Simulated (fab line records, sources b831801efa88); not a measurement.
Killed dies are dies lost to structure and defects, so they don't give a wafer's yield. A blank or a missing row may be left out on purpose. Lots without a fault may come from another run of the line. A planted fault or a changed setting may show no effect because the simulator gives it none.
Which tool did it? | flow gf180mcu | 12 lots, 36 wafers sampled, at 5 steps of a route of 602

WHAT THE GAUGES READ, wafer by wafer
GF_NWELL_TW_MEAS_11.
lot  | measured    | on            | NWELL_TW
L786 | day 3 19:37 | film_metro-01 | 1550 1568 1556
L785 | day 3 20:29 | film_metro-02 | 1532 1536 1521
L787 | day 4 02:58 | film_metro-02 | 1533 1538 1522
L789 | day 4 07:11 | film_metro-02 | 1536 1532 1529
L790 | day 4 15:02 | film_metro-03 | 1928 1936 1938
L792 | day 5 02:38 | film_metro-01 | 1895 1901 1899
L795 | day 5 14:48 | film_metro-01 | 1896 1901 1885
L798 | day 6 11:20 | film_metro-01 | 1554 1546 1558
L803 | day 8 00:05 | film_metro-01 | 1551 1546 1555
L806 | day 8 11:20 | film_metro-01 | 1545 1551 1546
L805 | day 8 11:38 | film_metro-02 | 1530 1536 1541
L807 | day 9 00:46 | film_metro-01 | 1562 1572 1575

GF_VT_IMPLANT_OVL_MEAS_29.
lot  | measured     | on         | VT_IMPLANT_02_OVL (nm)
L786 | day 7 08:04  | overlay-02 | 0.3 -0.9 1.2
L785 | day 7 09:14  | overlay-02 | 0.2 -1.4 -0.6
L787 | day 7 15:48  | overlay-02 | 1.5 0.6 -0.3
L789 | day 7 18:14  | overlay-01 | -0.8 0.3 1.0
L790 | day 8 05:14  | overlay-02 | -1.4 -2.6 -1.7
L792 | day 8 19:35  | overlay-01 | 0.4 -0.7 1.6
L795 | day 9 11:17  | overlay-02 | 1.0 2.8 4.0
L798 | day 10 13:26 | overlay-02 | 2.6 0.5 2.4
L803 | day 12 12:41 | overlay-01 | 2.8 3.8 3.7
L806 | day 13 00:41 | overlay-02 | 0.5 0.2 0.1
L805 | day 13 01:23 | overlay-01 | 1.7 1.0 -0.3
L807 | day 13 16:12 | overlay-02 | -0.1 -2.6 -1.1

GF_VT_IMPLANT_RS_MEAS_47: measures by four-point-probe.
lot  | measured     | on            | NWELL_RS (ohm/sq)
L786 | day 7 23:32  | film_metro-02 | 489.7 487.2 490.1
L785 | day 8 01:19  | film_metro-02 | 489.0 487.4 489.7
L787 | day 8 08:00  | film_metro-01 | 488.6 487.1 487.7
L789 | day 8 11:07  | film_metro-03 | 486.5 486.1 486.8
L790 | day 8 21:55  | film_metro-01 | 310.1 309.5 309.3
L792 | day 9 13:30  | film_metro-03 | 309.4 308.6 308.9
L795 | day 10 05:40 | film_metro-01 | 308.5 309.0 309.3
L798 | day 11 08:13 | film_metro-01 | 488.7 490.5 488.5
L803 | day 13 08:39 | film_metro-03 | 486.5 487.1 487.9
L806 | day 13 21:07 | film_metro-03 | 489.7 487.0 488.0
L805 | day 13 22:28 | film_metro-03 | 486.8 487.2 488.5
L807 | day 14 13:21 | film_metro-01 | 489.4 488.7 488.8

GF_POLY_GATE_OVL_MEAS_11.
lot  | measured     | on         | POLY_GATE_OVL (nm)
L786 | day 9 14:01  | overlay-01 | -12 -5 -11
L785 | day 9 15:55  | overlay-01 | -12 -15 -4
L787 | day 9 22:53  | overlay-01 | -3 3 -6
L789 | day 10 06:14 | overlay-01 | 3 4 8
L790 | day 10 14:53 | overlay-01 | 2 0 1
L792 | day 11 06:50 | overlay-02 | -3 3 0
L795 | day 11 23:17 | overlay-02 | 3 4 1
L798 | day 13 04:59 | overlay-01 | 4 8 8
L803 | day 15 07:46 | overlay-01 | -1 -2 -2
L806 | day 15 20:23 | overlay-02 | 8 9 5
L805 | day 15 23:55 | overlay-01 | -2 -5 2
L807 | day 16 13:17 | overlay-02 | -5 -1 3

WHICH TOOL RAN EACH LOT (tool, then ch and the chambers of the sampled wafers, then the start)
lot  | GF_NWELL_IMPLANT_09
L786 | implanter-04 ch 0, day 3 19:25
L785 | implanter-02 ch 0, day 3 20:14
L787 | implanter-04 ch 0, day 4 02:43
L789 | implanter-02 ch 0, day 4 06:56
L790 | implanter-04 ch 0, day 4 14:48
L792 | implanter-04 ch 0, day 5 02:23
L795 | implanter-04 ch 0, day 5 14:34
L798 | implanter-02 ch 0, day 6 11:05
L803 | implanter-02 ch 0, day 7 23:50
L806 | implanter-01 ch 0, day 8 11:06
L805 | implanter-04 ch 0, day 8 11:23
L807 | implanter-04 ch 0, day 9 00:31
- GF_NWELL_IMPLANT_09

WHAT THE TOOLS THEMSELVES READ (means of the sampled wafers that have a number; where no wafer has one, the mark that the record gives instead)
GF_NWELL_IMPLANT_09.
lot  | tool         | dose_ions_cm2 | faraday_current_uA
L786 | implanter-04 | 4e+12         | 22.7
L785 | implanter-02 | 4e+12         | 22.3
L787 | implanter-04 | 4e+12         | 22.4
L789 | implanter-02 | 4e+12         | 22.1
L790 | implanter-04 | 3e+13         | 150.8
L792 | implanter-04 | 3e+13         | 151.7
L795 | implanter-04 | 3e+13         | 148.4
L798 | implanter-02 | 4e+12         | 22.3
L803 | implanter-02 | 4e+12         | 22.1
L806 | implanter-01 | 4e+12         | 23.0
L805 | implanter-04 | 4e+12         | 22.4
L807 | implanter-04 | 4e+12         | 22.2

THE ANSWER, worked out from the rows above alone
Rule: what is usual is taken from the lots themselves. Put in order of their means at a reading, lots are off if they are a third of the lots or fewer, leave a main group of 4 or more, and stand apart from it by a gap of 3 or more times the standard deviation of the main group's means; of several such gaps the widest counts. A main group whose means are all the same, to the digits that the tables above print for the reading, isn't used. A lot without any number at a reading at which 4 lots or more have one is off too. The other lots that the step has rows for count as sound. The gauges are gone through in route order, then the tools' own readings, and for those a lot's mean is taken as printed above. The first step at which some lot is off is used, and at that step the reading that is off furthest; a lot without a number counts as furthest.
Off: L790, L792, L795, at GF_NWELL_TW_MEAS_11 (NWELL_TW). The main group: mean 1545, standard deviation 13.
A tool fits if, at a process step before that reading, it ran every lot that is off, and no sound lot after the first of them. The gauges at GF_NWELL_TW_MEAS_11 aren't tried: what is off there is off at GF_NWELL_IMPLANT_09 too, on other tools, and a gauge's error can't cause that. None of those tried fits.

WHAT THE SIMULATOR HAD PUT IN
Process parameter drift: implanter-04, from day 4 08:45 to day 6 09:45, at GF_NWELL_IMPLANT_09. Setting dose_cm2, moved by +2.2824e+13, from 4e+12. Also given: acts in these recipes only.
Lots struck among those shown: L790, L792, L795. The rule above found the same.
